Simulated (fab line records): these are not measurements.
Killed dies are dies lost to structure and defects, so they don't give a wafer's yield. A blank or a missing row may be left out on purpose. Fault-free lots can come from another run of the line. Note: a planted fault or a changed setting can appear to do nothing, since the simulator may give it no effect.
Matching of chambers -- flow gf180mcu -- 4 sister chambers for GF_V5_CMP_04 on cmp-01
The step polishes SiO2. 4 wafers are shown with their chamber, then 8 later ones without.

## WAFERS, EACH WITH ITS CHAMBER
wafer,chamber,motor-current-A (A)
L418.1,1,12.4
L418.3,3,12.8
L420.2,0,10.9
L427.2,2,11.4

## WAFERS WITH NO CHAMBER GIVEN
wafer,motor-current-A (A)
L427.3,10.5
L427.4,11.9
L432.1,11.1
L432.4,11.3
L432.6,10.8
L434.1,12.4
L434.4,11.4
L434.6,12.5

## THE CHAMBER EACH PASSED THROUGH
wafer,from the rows above,in truth
L427.3,0,0
L427.4,can't be placed: 1 or 2 or 3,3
L432.1,can't be placed: 0 or 2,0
L432.4,can't be placed: 2 or 0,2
L432.6,0,0
L434.1,can't be placed: 1 or 3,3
L434.4,2,2
L434.6,can't be placed: 1 or 3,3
Placed correctly: 3 of 8. From these rows, 5 cannot be placed; in 5 the true chamber is one of the candidates. Number placed wrongly: 0.
How it was worked out, from the rows above alone: a wafer's distance from a chamber is the root of the sum, over the readings, of the square of ((its reading less the chamber's mean) divided by the reading's scatter). The wafer belongs to the nearest chamber; if the next one is less than 2 further off, it can't be placed. Each chamber's mean is taken over the wafers shown for it. The scatter: root of mean squared gap, hidden wafer to nearest shown wafer, with one shown wafer a chamber.
